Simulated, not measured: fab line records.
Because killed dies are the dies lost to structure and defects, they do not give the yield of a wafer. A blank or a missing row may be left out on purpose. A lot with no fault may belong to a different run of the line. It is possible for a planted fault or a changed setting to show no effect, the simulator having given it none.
Which of the tools did it? | flow gf180mcu | at 1 step of a route of 602, 12 lots with 36 wafers sampled

## WHAT EACH GAUGE READ, for each wafer
GF_V1_CD_MEAS_14 targets a cd of 260 nm.
lot  | measured     | on       | cdNm (nm)
L075 | day 18 03:29 | cdSem-01 | 260.0 259.6 260.5
L077 | day 18 21:40 | cdSem-01 | 260.2 260.5 258.8
L079 | day 19 19:49 | cdSem-02 | 258.0 257.3 258.7
L081 | day 20 20:19 | cdSem-02 | 259.1 259.9 259.8
L083 | day 22 03:49 | cdSem-01 | 261.1 261.1 261.4
L085 | day 22 20:59 | cdSem-02 | 259.2 259.3 260.6
L087 | day 23 07:49 | cdSem-02 | 261.2 261.3 261.3
L088 | day 23 21:26 | cdSem-02 | 260.2 259.1 259.1
L092 | day 24 14:43 | cdSem-01 | 259.5 259.7 258.3
L093 | day 25 08:15 | cdSem-02 | 263.3 262.0 263.4
L095 | day 25 12:01 | cdSem-01 | 259.6 258.6 259.2
L097 | day 26 05:05 | cdSem-01 | 259.3 259.7 260.0

## WHAT TOOL EACH LOT RAN ON (gives the tool, then ch and the chambers of the sampled wafers, and finally the start)
Before these readings, the record contains no process step.

## THE ANSWER, worked out from the rows above alone
Rule: the usual values come from the lots themselves. Put in order of their means at a reading, lots are off if they are a third of the lots or fewer, leave a main group of 4 or more, and stand apart from it by a gap of 3 or more times the standard deviation of the main group's means; of several such gaps the widest counts. Not used: any main group whose means are identical at the precision the tables above print for the reading. Also off: a lot with no number at a reading for which 4 or more lots have one. Where the step has rows for the other lots, those lots are counted as sound.
None of the lots is off at any reading shown; this tells nothing.

## WHAT THE SIMULATOR HAD PUT IN
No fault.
